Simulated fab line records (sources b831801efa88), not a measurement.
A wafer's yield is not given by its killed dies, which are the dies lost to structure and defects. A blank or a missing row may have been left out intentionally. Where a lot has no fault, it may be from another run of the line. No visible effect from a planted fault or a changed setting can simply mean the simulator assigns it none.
fab line records	flow sky130
[record] lots = 13	wafers = 39	last_day = 50
route steps=708 shown POLY_CUT@319 SD_P@330 RES_XHIGH@334 PAD_OPEN@708
lots with no fault: from the same line, run without faults
start_h: start of the lot's first displayed wafer, in hours after the record's first day	wait_h: how many hours have passed since the lot's step before this one	" unchanged from the row above	L1.1+2: several wafers, shown together as one row	- no value, or no start was given	* or withheld: withheld	< > ~ a bound
route shown NAME@n: a module of which the file shows steps, and the number in the route of the first	usual: mean and standard deviation over wafers with no fault	same: alike in all rows	chamber/n: place in a boat	sites: each site's reading	_std_site: how widely they spread, as a standard deviation	_edge_site: the outer-site mean with the inner-site mean subtracted	radius_mm: for every site, how far away it sits from the centre of the wafer	mask NAME#n: copy n	behind: the tool/chamber that last shaped the wafer	hold: what put the lot on hold/how long, in hours/how the hold closed	device: the transistor (n, p or np) that didn't switch	end of line: tests run on the same wafers once the route is complete	step lacking rows: just its recipe	killed: dies that structure and defects cost at the first sort, which is not the same as the wafer's yield	map: dies across one wafer; x = killed, . = not, _ = none there
set.NAME: the setting as run; set.NAME@STEP: as run at that earlier step	model.NAME: the simulator's own value behind a step, which no gauge read
a sample of lots followed through the steps of the route, with each step as a table and each wafer as a row
services: when a tool's chamber went out of use (start_h, in hours from the record's first day, below 0 if earlier), for how many hours, and the reason
[[steps]]
[step SKY_POLY_CUT_STRIP_12]
[recipe] chemistry = O2/N2	power_w = 1400	pressure_mtorr = 1500	platen_temp_c = withheld	o2_flow_sccm = 3000	n2_flow_sccm = 300	overash_fraction = 0.5
[usual] drypump_motor_current_A = 5.4/0.36	oes_product_au = 0.452/0.0041	strip_time_to_endpoint_s = 5.362/0.017
lot.wafer	tool	chamber	start_h	wait_h	drypump_motor_current_A	oes_product_au	rf_hours_counter_h	strip_time_to_endpoint_s
L720.4	plasma_asher-01	0	571.64	0.1	4.9	0.453	-	5.363
L720.5	"	1	"	"	5.6	0.447	-	5.371
L720.6	"	0	"	"	4.9	0.453	-	5.382
L724.1	plasma_asher-04	0	612.62	0.0	5.6	0.452	76	5.369
L724.3	"	0	"	"	5.7	0.455	-	5.379
L724.5	"	0	"	"	5.7	0.456	-	5.365
L725.1	plasma_asher-04	0	621.66	0.0	5.6	0.450	77	5.379
L725.4	"	0	"	"	5.6	0.462	-	5.374
L725.5	"	0	"	"	5.6	0.446	-	5.390
L728.2	plasma_asher-04	1	657.12	0.0	5.1	0.452	82	5.345
L728.5	"	0	"	"	5.7	0.452	-	5.343
L728.6	"	1	"	"	5.1	0.449	-	5.361
L730.4	plasma_asher-04	1	668.94	0.1	5.2	0.453	-	5.374
L730.5	"	1	"	"	5.1	0.454	-	5.362
L730.6	"	0	"	"	5.6	0.456	-	5.369
L734.1	plasma_asher-04	1	706.64	0.2	5.1	0.459	86	5.364
L734.2	"	0	"	"	5.6	0.448	86	5.367
L734.4	"	0	"	"	5.7	0.448	-	5.372
L733.3	plasma_asher-04	1	706.77	0.1	5.2	0.447	-	5.333
L733.4	"	0	"	"	5.6	0.449	-	5.342
L733.6	"	0	"	"	5.7	0.456	-	5.363
L735.4	plasma_asher-01	1	707.60	0.1	5.6	0.445	-	5.355
L735.5	"	1	"	"	5.6	0.453	-	5.349
L735.6	"	0	"	"	4.9	0.454	-	5.359
L736.2	plasma_asher-03	0	709.06	0.0	5.0	0.448	61	5.357
L736.5	"	1	"	"	5.9	0.460	-	5.358
L736.6	"	0	"	"	5.0	0.462	-	5.372
L738.1	plasma_asher-03	0	736.37	0.0	5.1	0.451	64	5.352
L738.3	"	1	"	"	5.9	0.446	-	5.326
L738.6	"	1	"	"	5.9	0.450	-	5.351
L739.1	plasma_asher-03	1	736.48	0.0	5.9	0.452	64	5.364
L739.3	"	0	"	"	5.1	0.451	-	5.353
L739.5	"	0	"	"	5.1	0.448	-	5.354
L740.2	plasma_asher-03	0	740.77	0.0	5.0	0.449	65	5.334
L740.4	"	0	"	"	5.0	0.460	-	5.309
L740.6	"	0	"	"	5.0	0.447	-	5.331
L741.2	plasma_asher-03	1	741.36	0.0	5.9	0.459	65	5.358
L741.3	"	1	"	"	5.9	0.454	-	5.367
L741.6	"	0	"	"	5.1	0.456	-	5.357
[step SKY_SD_P_STRIP_10]
[recipe] chemistry = O2/N2	power_w = 1400	pressure_mtorr = 1500	platen_temp_c = withheld	o2_flow_sccm = 3000	n2_flow_sccm = 300	overash_fraction = 0.5
[usual] drypump_motor_current_A = 5.5/0.57	oes_product_au = 0.618/0.0045	strip_time_to_endpoint_s = 17.49/0.033
lot.wafer	tool	chamber	start_h	wait_h	drypump_motor_current_A	oes_product_au	rf_hours_counter_h	strip_time_to_endpoint_s
L720.4	plasma_asher-01	1	601.21	0.1	5.7	0.621	-	17.53
L720.5	"	0	"	"	4.9	0.615	-	17.49
L720.6	"	1	"	"	5.7	0.620	-	17.50
L724.1	plasma_asher-04	1	640.79	0.1	5.2	0.606	79	17.49
L724.3	"	1	"	"	5.1	0.613	-	17.47
L724.5	"	1	"	"	5.1	0.614	-	17.48
L725.1	plasma_asher-01	0	650.47	0.1	4.9	0.623	98	17.53
L725.4	"	1	"	"	5.6	0.622	-	17.54
L725.5	"	1	"	"	5.7	0.615	-	17.55
L728.2	plasma_asher-04	0	685.52	0.1	5.6	0.620	84	17.54
L728.5	"	0	"	"	5.6	0.622	-	17.46
L728.6	"	1	"	"	5.1	0.623	-	17.52
L730.4	plasma_asher-01	1	706.76	0.1	5.7	0.619	-	17.51
L730.5	"	1	"	"	5.7	0.615	-	17.53
L730.6	"	0	"	"	4.9	0.614	-	17.49
L734.1	plasma_asher-01	1	724.62	0.1	5.6	0.623	105	17.48
L734.2	"	0	"	"	4.9	0.614	105	17.46
L734.4	"	0	"	"	4.9	0.619	-	17.49
L733.3	plasma_asher-04	0	725.87	0.1	5.6	0.615	-	17.49
L733.4	"	1	"	"	5.1	0.616	-	17.47
L733.6	"	1	"	"	5.2	0.619	-	17.48
L735.4	plasma_asher-02	0	728.56	0.1	6.8	0.625	-	17.50
L735.5	"	1	"	"	5.3	0.618	-	17.48
L735.6	"	0	"	"	6.7	0.618	-	17.50
L736.2	plasma_asher-02	0	732.64	0.1	6.8	0.618	26	17.49
L736.5	"	0	"	"	6.8	0.614	-	17.52
L736.6	"	1	"	"	5.3	0.614	-	17.47
L738.1	plasma_asher-04	1	763.83	0.1	5.2	0.620	92	17.47
L738.3	"	0	"	"	5.6	0.613	-	17.50
L738.6	"	1	"	"	5.1	0.620	-	17.56
L739.1	plasma_asher-04	1	764.13	0.1	5.2	0.620	93	17.49
L739.3	"	0	"	"	5.7	0.619	-	17.49
L739.5	"	0	"	"	5.6	0.624	-	17.47
L740.2	plasma_asher-04	0	768.04	0.1	5.6	0.622	93	17.49
L740.4	"	1	"	"	5.2	0.629	-	17.44
L740.6	"	0	"	"	5.6	0.627	-	17.50
L741.2	plasma_asher-02	1	768.64	0.1	5.3	0.614	30	17.51
L741.3	"	0	"	"	6.8	0.617	-	17.50
L741.6	"	0	"	"	6.8	0.605	-	17.53
[step SKY_RES_XHIGH_COAT_02]
[recipe] resist = NOVOLAK	spin_rpm = 3000	resist_thk_nm = 1140
[usual] chill_plate_temp_C = 23.00/0.095	dispense_pressure_kPa = 47.3/2.5
lot.wafer	tool	chamber	start_h	wait_h	chill_plate_temp_C	dispense_pressure_kPa
L720.4	litho_track-03	0	615.79	0.1	23.07	48.9
L720.5	"	0	"	"	22.74	48.9
L720.6	"	0	"	"	22.90	48.9
L724.1	litho_track-03	0	654.87	0.1	23.26	49.0
L724.3	"	0	"	"	23.04	48.9
L724.5	"	0	"	"	23.19	49.0
L725.1	litho_track-04	0	664.92	0.1	23.08	44.4
L725.4	"	0	"	"	23.11	44.4
L725.5	"	0	"	"	23.00	44.4
L728.2	litho_track-03	-	699.04	0.1	-	-
L728.5	"	-	"	"	-	-
L728.6	"	-	"	"	-	-
L730.4	litho_track-04	-	711.29	0.1	-	-
L730.5	"	-	"	"	-	-
L730.6	"	-	"	"	-	-
L734.1	litho_track-04	0	737.37	0.1	22.98	44.4
L734.2	"	0	"	"	22.87	44.4
L734.4	"	0	"	"	23.02	44.4
L733.3	litho_track-04	0	738.37	0.1	22.99	44.4
L733.4	"	0	"	"	23.00	44.4
L733.6	"	0	"	"	22.95	44.4
L735.4	litho_track-04	0	740.54	0.1	22.98	44.5
L735.5	"	0	"	"	23.09	44.4
L735.6	"	0	"	"	23.02	44.4
L736.2	litho_track-03	0	744.59	0.1	22.91	49.0
L736.5	"	0	"	"	23.07	49.0
L736.6	"	0	"	"	23.00	49.0
L738.1	litho_track-04	0	775.32	0.1	22.86	44.3
L738.3	"	0	"	"	22.91	44.4
L738.6	"	0	"	"	22.83	44.4
L739.1	litho_track-02	0	776.32	0.1	23.02	49.7
L739.3	"	0	"	"	23.10	49.7
L739.5	"	0	"	"	23.14	49.7
L740.2	litho_track-02	0	781.50	0.1	23.03	49.6
L740.4	"	0	"	"	23.07	49.7
L740.6	"	0	"	"	22.85	49.7
L741.2	litho_track-02	0	782.70	0.1	23.09	49.7
L741.3	"	0	"	"	23.15	49.7
L741.6	"	0	"	"	23.13	49.7
[step SKY_SD_N_RS_MEAS_17]
[recipe] thk_meas_gauge = four-point-probe
[usual] SD_P_RS = 147.0/0.32
lot.wafer	tool	chamber	start_h	wait_h	SD_P_RS[ohm/sq]
L720.4	film_metro-03	-	659.34	0.1	147.0
L720.5	"	-	"	"	146.8
L720.6	"	-	"	"	147.0
L724.1	film_metro-01	-	708.21	0.1	147.0
L724.3	"	-	"	"	147.1
L724.5	"	-	"	"	147.0
L725.1	film_metro-01	-	709.70	0.1	147.0
L725.4	"	-	"	"	147.4
L725.5	"	-	"	"	146.9
L728.2	film_metro-03	-	732.78	0.1	148.0
L728.5	"	-	"	"	147.4
L728.6	"	-	"	"	147.9
L730.4	film_metro-01	-	752.82	0.1	147.0
L730.5	"	-	"	"	147.5
L730.6	"	-	"	"	147.0
L734.1	film_metro-04	-	778.99	0.1	147.4
L734.2	"	-	"	"	147.3
L734.4	"	-	"	"	147.0
L733.3	film_metro-03	-	779.33	0.1	147.4
L733.4	"	-	"	"	146.8
L733.6	"	-	"	"	146.9
L735.4	film_metro-03	-	782.49	0.1	146.8
L735.5	"	-	"	"	147.0
L735.6	"	-	"	"	147.4
L736.2	film_metro-04	-	786.31	0.1	146.5
L736.5	"	-	"	"	146.7
L736.6	"	-	"	"	146.9
L738.1	film_metro-03	-	816.74	0.1	147.3
L738.3	"	-	"	"	147.6
L738.6	"	-	"	"	147.6
L739.1	film_metro-04	-	817.98	0.1	146.0
L739.3	"	-	"	"	147.0
L739.5	"	-	"	"	147.1
L740.2	film_metro-01	-	822.26	0.1	146.6
L740.4	"	-	"	"	146.3
L740.6	"	-	"	"	146.9
L741.2	film_metro-01	-	822.86	0.1	146.9
L741.3	"	-	"	"	146.9
L741.6	"	-	"	"	147.2
[step SKY_PAD_OPEN_PROBE_99]
[usual] killed_at_M0_to_M3 = 43/7.2	killed_at_M4_up = 3.5/2	killed_at_contacts = 24/5.2	killed_at_front_end = 15/4.4	killed_at_other = 0.2/0.48	killed_dies = 85/9.4	killed_on_rim = 16/3.7	killed_open = 46/7.3	killed_short = 39/6.1
[same] gross_dies = 492	killed_at_back_side = 0
lot.wafer	tool	chamber	start_h	wait_h	killed_at_M0_to_M3	killed_at_M4_up	killed_at_contacts	killed_at_front_end	killed_at_other	killed_dies	killed_on_rim	killed_open	killed_short
L720.4	prober-01	-	1097.87	0.2	47	3	30	11	0	91	22	46	45
L720.5	prober-01	-	1097.92	0.2	45	3	34	17	0	99	18	61	38
L720.6	prober-01	-	1097.97	0.2	43	7	32	13	0	95	19	55	38
L724.1	prober-01	-	1116.08	0.1	50	4	17	14	0	85	15	47	37
L724.3	prober-01	-	1116.18	0.2	43	8	20	10	2	83	19	45	38
L724.5	prober-01	-	1116.28	0.2	42	5	28	16	0	91	19	44	45
L725.1	prober-02	-	1123.20	0.1	29	9	27	21	0	86	18	49	32
L725.4	prober-02	-	1123.35	0.2	41	3	28	19	0	91	15	51	39
L725.5	prober-02	-	1123.40	0.2	34	3	29	14	0	80	15	42	38
L728.2	prober-02	-	1136.29	0.1	41	4	28	21	398	492	96	54	39
L728.5	prober-02	-	1136.44	0.2	47	7	24	14	400	492	96	45	47
L728.6	prober-02	-	1136.49	0.2	41	4	27	18	402	492	96	50	40
L730.4	prober-01	-	1149.00	0.2	58	1	27	18	388	492	96	59	45
L730.5	prober-01	-	1149.05	0.2	34	7	29	12	410	492	96	50	32
L730.6	prober-01	-	1149.10	0.2	56	9	26	22	379	492	96	61	52
L734.1	prober-02	-	1165.06	0.1	38	4	30	13	3	88	19	40	44
L734.2	prober-02	-	1165.11	0.1	39	4	27	13	2	85	18	43	40
L734.4	prober-02	-	1165.21	0.2	45	4	21	11	0	81	10	42	39
L733.3	prober-01	-	1166.68	0.2	36	1	25	16	1	79	18	43	36
L733.4	prober-01	-	1166.73	0.2	31	3	28	31	0	93	15	52	41
L733.6	prober-01	-	1166.83	0.2	37	2	25	21	0	85	19	43	42
L735.4	prober-02	-	1169.76	0.2	48	2	27	16	0	93	22	46	46
L735.5	prober-02	-	1169.81	0.2	33	1	31	19	0	84	13	56	28
L735.6	prober-02	-	1169.86	0.2	48	2	27	16	0	93	22	50	43
L736.2	prober-01	-	1172.40	0.1	40	7	30	9	0	86	11	45	40
L736.5	prober-01	-	1172.55	0.2	48	2	20	12	0	82	23	48	34
L736.6	prober-01	-	1172.60	0.2	32	2	16	9	0	59	12	28	31
L739.1	prober-01	-	1189.84	0.1	45	4	21	19	0	89	18	48	41
L739.3	prober-01	-	1189.94	0.2	42	2	22	16	0	82	14	41	41
L739.5	prober-01	-	1190.04	0.2	41	2	35	14	0	92	16	50	42
L738.1	prober-02	-	1192.27	0.1	39	5	28	16	1	89	16	44	45
L738.3	prober-02	-	1192.37	0.2	51	4	27	11	0	93	20	57	36
L738.6	prober-02	-	1192.52	0.2	29	6	30	12	0	77	19	46	31
L740.2	prober-01	-	1197.73	0.1	32	3	29	21	0	85	18	37	48
L740.4	prober-01	-	1197.83	0.2	44	2	32	19	0	97	20	53	44
L740.6	prober-01	-	1197.93	0.2	49	5	19	14	1	88	16	48	40
L741.2	prober-02	-	1199.09	0.1	48	6	21	22	0	97	16	45	52
L741.3	prober-02	-	1199.14	0.2	47	2	23	20	0	92	17	43	47
L741.6	prober-02	-	1199.29	0.2	50	5	20	19	0	94	11	45	49
// killed by level:class
L720.4 CONTACT:geometric_particle:open=10 LI_CONTACT:geometric_particle:open=7 VIA1:geometric_particle:open=7 METAL2:geometric_particle:short=7 VIA2:geometric_particle:open=7 VIA3:geometric_particle:open=6 LI_CONTACT:geometric_particle:short=5 METAL1:geometric_particle:short=5
L720.5 VIA1:geometric_particle:open=16 CONTACT:geometric_particle:open=13 CONTACT:geometric_particle:short=10 LI_CONTACT:geometric_particle:open=7 VIA2:geometric_particle:open=6 VIA1:geometric_particle:short=5 FIELD_ISO:geometric_particle:open=4 METAL1:geometric_particle:short=4
L720.6 VIA2:geometric_particle:open=10 LI_CONTACT:geometric_particle:open=8 CONTACT:geometric_particle:open=7 VIA1:geometric_particle:open=7 VIA3:geometric_particle:open=6 VIA1:geometric_particle:short=5 FIELD_ISO:geometric_particle:open=4 LI_CONTACT:geometric_particle:short=4
L724.1 VIA1:geometric_particle:open=11 CONTACT:geometric_particle:open=9 VIA2:geometric_particle:open=9 METAL1:geometric_particle:short=7 METAL2:geometric_particle:short=7 FIELD_ISO:geometric_particle:open=5 VIA1:geometric_particle:short=5 FIELD_ISO:geometric_particle:short=4
L724.3 CONTACT:geometric_particle:open=10 VIA1:geometric_particle:open=9 LI_CONTACT:geometric_particle:open=6 VIA3:geometric_particle:open=6 METAL1:geometric_particle:short=5 VIA1:geometric_particle:short=5 METAL2:geometric_particle:short=5 METAL4:geometric_particle:short=5
L724.5 CONTACT:geometric_particle:open=9 VIA1:geometric_particle:short=8 CONTACT:geometric_particle:short=7 METAL1:geometric_particle:short=7 LI_CONTACT:geometric_particle:open=6 VIA3:geometric_particle:open=6 POLY_GATE:geometric_particle:open=5 VIA2:geometric_particle:open=5
L725.1 CONTACT:geometric_particle:open=12 VIA1:geometric_particle:open=6 METAL4:geometric_particle:short=6 FIELD_ISO:geometric_particle:open=5 FIELD_ISO:geometric_particle:short=5 LI_CONTACT:geometric_particle:open=5 METAL1:geometric_particle:short=5 METAL2:geometric_particle:short=4
L725.4 CONTACT:geometric_particle:open=14 FIELD_ISO:geometric_particle:open=7 VIA3:geometric_particle:open=7 METAL1:geometric_particle:short=6 VIA1:geometric_particle:open=6 LI_CONTACT:geometric_particle:open=5 POLY_GATE:geometric_particle:short=4 LOCAL_INTERCONNECT:geometric_particle:short=4
L725.5 CONTACT:geometric_particle:open=10 LI_CONTACT:geometric_particle:open=8 METAL1:geometric_particle:short=6 VIA3:geometric_particle:open=6 LOCAL_INTERCONNECT:geometric_particle:short=5 CONTACT:geometric_particle:short=5 FIELD_ISO:geometric_particle:open=4 FIELD_ISO:geometric_particle:short=4
L728.2 RES_XHIGH:area_expose=398 CONTACT:geometric_particle:open=13 VIA1:geometric_particle:open=8 VIA2:geometric_particle:open=8 POLY_GATE:geometric_particle:open=6 LI_CONTACT:geometric_particle:short=6 VIA3:geometric_particle:open=5 VIA1:geometric_particle:short=5
L728.5 RES_XHIGH:area_expose=400 VIA3:geometric_particle:open=10 VIA1:geometric_particle:open=8 CONTACT:geometric_particle:open=8 METAL1:geometric_particle:short=8 METAL4:geometric_particle:short=6 LI_CONTACT:geometric_particle:open=5 CONTACT:geometric_particle:short=5
L728.6 RES_XHIGH:area_expose=402 VIA1:geometric_particle:open=14 CONTACT:geometric_particle:open=9 CONTACT:geometric_particle:short=5 FIELD_ISO:geometric_particle:short=4 FIELD_ISO:geometric_particle:open=4 POLY_GATE:geometric_particle:open=4 LI_CONTACT:geometric_particle:open=4
L730.4 RES_XHIGH:area_expose=388 VIA1:geometric_particle:open=20 CONTACT:geometric_particle:open=12 VIA1:geometric_particle:short=9 LI_CONTACT:geometric_particle:open=8 POLY_GATE:geometric_particle:short=7 METAL2:geometric_particle:short=6 VIA3:geometric_particle:open=6
L730.5 RES_XHIGH:area_expose=410 CONTACT:geometric_particle:open=10 LI_CONTACT:geometric_particle:open=9 VIA1:geometric_particle:open=9 METAL1:geometric_particle:short=7 FIELD_ISO:geometric_particle:open=6 METAL4:geometric_particle:short=6 VIA2:geometric_particle:open=6
L730.6 RES_XHIGH:area_expose=379 VIA2:geometric_particle:open=11 VIA1:geometric_particle:open=10 LI_CONTACT:geometric_particle:open=9 VIA3:geometric_particle:open=9 POLY_GATE:geometric_particle:short=7 METAL4:geometric_particle:short=7 VIA1:geometric_particle:short=7
L734.1 CONTACT:geometric_particle:open=10 VIA1:geometric_particle:open=9 CONTACT:geometric_particle:short=7 VIA1:geometric_particle:short=6 VIA3:geometric_particle:open=5 METAL1:geometric_particle:short=5 METAL2:geometric_particle:short=5 FIELD_ISO:geometric_particle:short=4
L734.2 LI_CONTACT:geometric_particle:open=7 CONTACT:geometric_particle:open=7 CONTACT:geometric_particle:short=7 VIA1:geometric_particle:open=7 VIA3:geometric_particle:open=7 METAL1:geometric_particle:short=6 VIA1:geometric_particle:short=5 METAL2:geometric_particle:short=5
L734.4 VIA1:geometric_particle:open=10 CONTACT:geometric_particle:open=8 VIA2:geometric_particle:open=8 VIA1:geometric_particle:short=7 VIA3:geometric_particle:short=6 LI_CONTACT:geometric_particle:open=5 METAL1:geometric_particle:short=4 METAL2:geometric_particle:short=4
L733.3 CONTACT:geometric_particle:open=9 VIA1:geometric_particle:open=9 CONTACT:geometric_particle:short=6 POLY_GATE:geometric_particle:short=6 METAL2:geometric_particle:short=6 LOCAL_INTERCONNECT:geometric_particle:open=4 METAL1:geometric_particle:short=4 VIA3:geometric_particle:open=4
L733.4 POLY_GATE:geometric_particle:short=9 FIELD_ISO:geometric_particle:open=8 VIA1:geometric_particle:open=8 CONTACT:geometric_particle:open=8 LOCAL_INTERCONNECT:geometric_particle:short=7 POLY_GATE:geometric_particle:open=6 VIA2:geometric_particle:open=5 LI_CONTACT:geometric_particle:short=4
L733.6 VIA2:geometric_particle:open=8 LI_CONTACT:geometric_particle:open=7 VIA1:geometric_particle:short=7 FIELD_ISO:geometric_particle:open=6 CONTACT:geometric_particle:short=6 CONTACT:geometric_particle:open=6 FIELD_ISO:geometric_particle:short=4 POLY_GATE:geometric_particle:short=4
L735.4 CONTACT:geometric_particle:open=11 VIA1:geometric_particle:open=10 VIA3:geometric_particle:open=10 FIELD_ISO:geometric_particle:short=7 CONTACT:geometric_particle:short=7 LOCAL_INTERCONNECT:geometric_particle:short=6 VIA2:geometric_particle:open=6 METAL3:geometric_particle:short=5
L735.5 CONTACT:geometric_particle:open=10 LI_CONTACT:geometric_particle:open=9 VIA3:geometric_particle:open=8 VIA1:geometric_particle:open=7 FIELD_ISO:geometric_particle:open=6 POLY_GATE:geometric_particle:short=5 CONTACT:geometric_particle:short=5 VIA2:geometric_particle:open=5
L735.6 VIA1:geometric_particle:open=13 CONTACT:geometric_particle:open=8 LI_CONTACT:geometric_particle:open=8 VIA2:geometric_particle:open=8 FIELD_ISO:geometric_particle:short=6 METAL3:geometric_particle:short=5 POLY_GATE:geometric_particle:short=4 METAL1:geometric_particle:short=4
L736.2 CONTACT:geometric_particle:open=13 VIA1:geometric_particle:open=12 LI_CONTACT:geometric_particle:open=8 METAL2:geometric_particle:short=7 CONTACT:geometric_particle:short=6 METAL1:geometric_particle:short=5 FIELD_ISO:geometric_particle:short=3 VIA1:geometric_particle:short=3
L736.5 CONTACT:geometric_particle:open=11 VIA1:geometric_particle:open=8 VIA2:geometric_particle:open=7 VIA3:geometric_particle:short=6 FIELD_ISO:geometric_particle:open=5 VIA1:geometric_particle:short=5 VIA3:geometric_particle:open=5 METAL2:geometric_particle:short=4
L736.6 CONTACT:geometric_particle:open=7 VIA2:geometric_particle:open=6 VIA1:geometric_particle:open=5 CONTACT:geometric_particle:short=4 METAL2:geometric_particle:short=4 VIA3:geometric_particle:open=4 LI_CONTACT:geometric_particle:open=3 METAL1:geometric_particle:short=3
L739.1 VIA1:geometric_particle:open=11 VIA3:geometric_particle:open=8 CONTACT:geometric_particle:open=7 FIELD_ISO:geometric_particle:short=5 LI_CONTACT:geometric_particle:open=5 CONTACT:geometric_particle:short=5 VIA1:geometric_particle:short=5 VIA2:geometric_particle:short=4
L739.3 VIA1:geometric_particle:open=9 VIA3:geometric_particle:open=8 CONTACT:geometric_particle:open=7 VIA2:geometric_particle:short=7 CONTACT:geometric_particle:short=5 LI_CONTACT:geometric_particle:open=4 POLY_GATE:geometric_particle:short=4 METAL1:geometric_particle:short=4
L739.5 CONTACT:geometric_particle:open=12 METAL2:geometric_particle:short=9 LI_CONTACT:geometric_particle:open=8 VIA1:geometric_particle:open=8 VIA2:geometric_particle:open=8 CONTACT:geometric_particle:short=7 FIELD_ISO:geometric_particle:short=4 POLY_GATE:geometric_particle:open=4
L738.1 CONTACT:geometric_particle:open=10 LOCAL_INTERCONNECT:geometric_particle:short=9 VIA1:geometric_particle:open=8 VIA2:geometric_particle:open=7 POLY_GATE:geometric_particle:short=4 CONTACT:geometric_particle:short=4 METAL2:geometric_particle:short=4 VIA3:geometric_particle:open=4
L738.3 VIA1:geometric_particle:open=14 LI_CONTACT:geometric_particle:open=10 VIA3:geometric_particle:open=10 METAL1:geometric_particle:short=6 FIELD_ISO:geometric_particle:open=5 CONTACT:geometric_particle:open=5 VIA2:geometric_particle:open=5 LI_CONTACT:geometric_particle:short=4
L738.6 CONTACT:geometric_particle:open=17 VIA1:geometric_particle:open=6 LI_CONTACT:geometric_particle:open=5 METAL2:geometric_particle:short=5 LOCAL_INTERCONNECT:geometric_particle:short=4 CONTACT:geometric_particle:short=4 VIA3:geometric_particle:open=4 VIA2:geometric_particle:open=4
L740.2 CONTACT:geometric_particle:open=10 POLY_GATE:geometric_particle:short=8 LI_CONTACT:geometric_particle:open=8 VIA1:geometric_particle:short=7 VIA1:geometric_particle:open=7 FIELD_ISO:geometric_particle:short=4 LOCAL_INTERCONNECT:geometric_particle:short=4 CONTACT:geometric_particle:short=4
L740.4 VIA1:geometric_particle:open=14 CONTACT:geometric_particle:short=9 CONTACT:geometric_particle:open=9 VIA3:geometric_particle:open=8 LI_CONTACT:geometric_particle:open=7 VIA1:geometric_particle:short=7 FIELD_ISO:geometric_particle:short=6 FIELD_ISO:geometric_particle:open=4
L740.6 VIA1:geometric_particle:open=11 CONTACT:geometric_particle:open=10 VIA2:geometric_particle:open=8 VIA3:geometric_particle:open=7 METAL1:geometric_particle:short=6 METAL3:geometric_particle:short=6 VIA1:geometric_particle:short=5 FIELD_ISO:geometric_particle:open=4
L741.2 CONTACT:geometric_particle:open=11 METAL1:geometric_particle:short=11 VIA1:geometric_particle:open=9 VIA2:geometric_particle:short=8 POLY_GATE:geometric_particle:short=6 FIELD_ISO:geometric_particle:open=5 LI_CONTACT:geometric_particle:open=4 METAL4:geometric_particle:short=4
L741.3 VIA1:geometric_particle:open=8 VIA1:geometric_particle:short=7 CONTACT:geometric_particle:open=7 METAL1:geometric_particle:short=7 POLY_GATE:geometric_particle:short=6 METAL2:geometric_particle:short=6 CONTACT:geometric_particle:short=5 VIA2:geometric_particle:open=5
L741.6 VIA1:geometric_particle:open=10 POLY_GATE:geometric_particle:open=8 VIA3:geometric_particle:open=7 CONTACT:geometric_particle:open=6 POLY_GATE:geometric_particle:short=5 METAL1:geometric_particle:short=5 METAL2:geometric_particle:short=5 VIA2:geometric_particle:short=5
[[services]]
tool	chamber	start_h	hours	kind
plasma_asher-01	-	556.40	12.4	pm
plasma_asher-02	-	581.61	2.8	pm
plasma_asher-02	-	592.81	21.6	repair
plasma_asher-02	-	636.50	14.6	pm
plasma_asher-01	-	656.32	3.0	repair
litho_track-04	-	679.15	-	consumable_replace:filter
plasma_asher-01	-	733.02	1.4	repair
plasma_asher-01	-	734.38	9.0	pm
plasma_asher-01	0	734.38	9.0	vent_cycle
plasma_asher-01	1	734.38	9.0	vent_cycle
plasma_asher-01	0	743.38	-	clean
plasma_asher-01	1	743.38	-	clean
[[key]]
[first_sign] step = SKY_RES_XHIGH_COAT_02	reading = tool_record	direction = missing
[effect] step = SKY_PAD_OPEN_PROBE_99	reading = killed_at_other	direction = up	sigmas = 99+	usual = 0.2	struck = 396.2
[more_kills_born_at] SKY_RES_XHIGH_EXPOSE_04@iline_stepper-01 = 2377
met_at SKY_RES_XHIGH_COAT_02
struck_lots L728,L730
tester_left_out L728,L730
not_acting_at SKY_POLY_CUT_STRIP_12,SKY_SD_P_STRIP_10,SKY_SD_N_RS_MEAS_17
onset_between 664.92 699.04
[fault] kind = skipped_step_whole	tool = litho_track-03,litho_track-04	chamber = -	onset_h = 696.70	steps = SKY_RES_XHIGH_COAT_02	scope = struck_lots_only
// tester_left_out: of these lots the tester's yield and bins aren't shown, on N5 and GAA mostly nor the transistor test; their killed dies are dies lost to structure and defects alone, not to doping, threshold or leakage, so they don't give the yield
